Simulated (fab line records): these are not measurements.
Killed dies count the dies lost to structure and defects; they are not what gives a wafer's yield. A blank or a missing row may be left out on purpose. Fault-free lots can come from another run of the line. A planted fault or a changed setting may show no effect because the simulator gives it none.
A lot that was struck, set against a sound lot ; flow sky130 ; 18 steps out of a route of 708
Sound: the wafers L311.1, L311.2, L311.6. Struck: wafer L321.4. (L321.2 of the same lot was not struck and is left out.) The cause comes at the end.
Order at every step that has rows: each side's tool, ch and its chambers, its first start. Under that, the readings that differ: sound wafers ; struck wafers ; difference of the means ; sigmas: that difference in standard deviations of wafers without a fault.
alike: words and numbers the same on both sides, and readings whose means are apart by under 2 such deviations; not compared: readings that were withheld, readings missing a value for some wafer, numbers with overlapping values and no deviation given by the record, and bounds like >300 which may hide the same value.
The two part at a step that has a row with sigmas, a row that says differs or no value, or rows on one side only. Numbers that have no deviation but don't overlap get no sigmas and don't part them. A reading that every wafer of one side lacks parts them only if that side has two wafers or more.

first, 2 steps without rows for these wafers: SKY_CONTACT_PEB_12; SKY_CONTACT_DEVELOP_13 (develop time 60 s).
SKY_CONTACT_CD_MEAS_14: target cd 170 nm.
  struck on cd_sem-01, day 38 12:56; sound on cd_sem-02, day 35 09:31
  alike: cd_nm
SKY_CONTACT_OVL_MEAS_15:
  struck on overlay-02, day 38 13:02; sound on overlay-02, day 35 09:38
  alike: CONTACT_OVL
SKY_CONTACT_ETCH_16: etches BARC in N2/H2, stops on SiO2, time 45.9 s, target depth 60 nm.
  sound on rie_diel-01 ch 1,2, day 35 09:40; struck on rie_diel-03 ch 1, day 38 13:04
reading;sound;struck;difference;sigmas
drypump_motor_current_A (A);5.98 6.22 6.18;5.56;-0.57;-3
  alike: oes_product_au, throttle_valve_pct
  not compared: rf_hours_counter_h
SKY_CONTACT_ETCH_17: etches SiO2 in C4F8/O2/Ar, stops on Si3N4, target depth 340 nm.
  sound on rie_diel-01 ch 1,2, day 35 09:42; struck on rie_diel-03 ch 1, day 38 13:07
  alike: oes_product_au
SKY_CONTACT_ETCH_18: etches Si3N4 in CHF3/O2, stops on TiN, time 39 s, target depth 75 nm.
  sound on rie_diel-01 ch 1,2; struck on rie_diel-03 ch 1
reading;sound;struck;difference;sigmas
drypump_motor_current_A (A);5.92 6.18 6.17;5.57;-0.52;-2
  alike: oes_product_au, throttle_valve_pct
  not compared: rf_hours_counter_h
SKY_CONTACT_STRIP_19: strips in O2/N2.
  sound on plasma_asher-02 ch 0,1, day 35 09:47; struck on plasma_asher-02 ch 1, day 38 13:12
  alike: drypump_motor_current_A, oes_product_au, strip_time_to_endpoint_s
  not compared: rf_hours_counter_h
then, 4 steps without rows for these wafers: SKY_CONTACT_STRIP_20 (strips in post etch residue remover, time 1200 s); SKY_CONTACT_CLEAN_21 (cleans in IPA, time 180 s); SKY_CONTACT_CLEAN_22 (cleans in O3/DIW); SKY_CONTACT_SPUTTER_23 (material TiN, target thk 20 nm, time 80 s).
SKY_CONTACT_CVD_24: deposits W, target thk 340 nm, time 102.12 s.
  sound on cvd_w-02 ch 0,1, day 35 10:34; struck on cvd_w-01 ch 1, day 38 14:11
reading;sound;struck;difference;sigmas
model.W_of_CONTACT_CVD_24.thk_nm (nm);335.8 338.9 334.2;194.2;-142.1;
  alike: chamber_pressure_Torr, heater_power_w
SKY_CONTACT_RS_MEAS_25: a four-point-probe measurement.
  struck on film_metro-02, day 38 14:37; sound on film_metro-03, day 35 10:41
reading;sound;struck;difference;sigmas
CONTACT_W_RS (ohm/sq);0.342 0.339 0.343;0.596;+0.255;+65
  not compared: hold
SKY_CONTACT_THK_MEAS_26: measures by xrf.
  struck on film_metro-02, day 38 20:40; sound on film_metro-03, day 35 10:48
reading;sound;struck;difference;sigmas
CONTACT_W_THK (nm);336 338 332;191;-144;-31
  not compared: hold
SKY_CONTACT_CMP_27: polishes, stops on SiO2, t overpolish 15 s, target thk 0 nm.
  sound on cmp-01 ch 0,2, day 35 10:52; struck on cmp-02 ch 3, day 39 00:12
reading;sound;struck;difference;sigmas
hold;- - -;await_dispo/1.9h/release;no value on the sound wafers;
edge_zone_pressure_frac;1.000 0.994 1.005;1.011;+0.011;+2
time_to_endpoint_s (s);75 78 76;52;-24;-7
  alike: motor_current_A, slurry_flow_ml_min
SKY_METAL1_SPUTTER_00: material Ti, target thk 15 nm, time 10 s.
  struck on pvd_sputter-02, day 39 00:30; sound on pvd_sputter-02, day 35 11:10
  alike: throttle_valve_pct
-- the record jumps here: 12 days lie between the struck wafers' starts before and after (it left off in module METAL1 and takes up again in module PAD_OPEN, whose first step shown is number 708 of the route) --
SKY_PAD_OPEN_PROBE_99:
  only the struck wafers here have rows in the record (prober-01, day 50 16:47); the sound ones have none

## WHERE THEY PART
At SKY_CONTACT_ETCH_16 first; at SKY_PAD_OPEN_PROBE_99 last (within this record only).

WHY: whatever the simulator had introduced
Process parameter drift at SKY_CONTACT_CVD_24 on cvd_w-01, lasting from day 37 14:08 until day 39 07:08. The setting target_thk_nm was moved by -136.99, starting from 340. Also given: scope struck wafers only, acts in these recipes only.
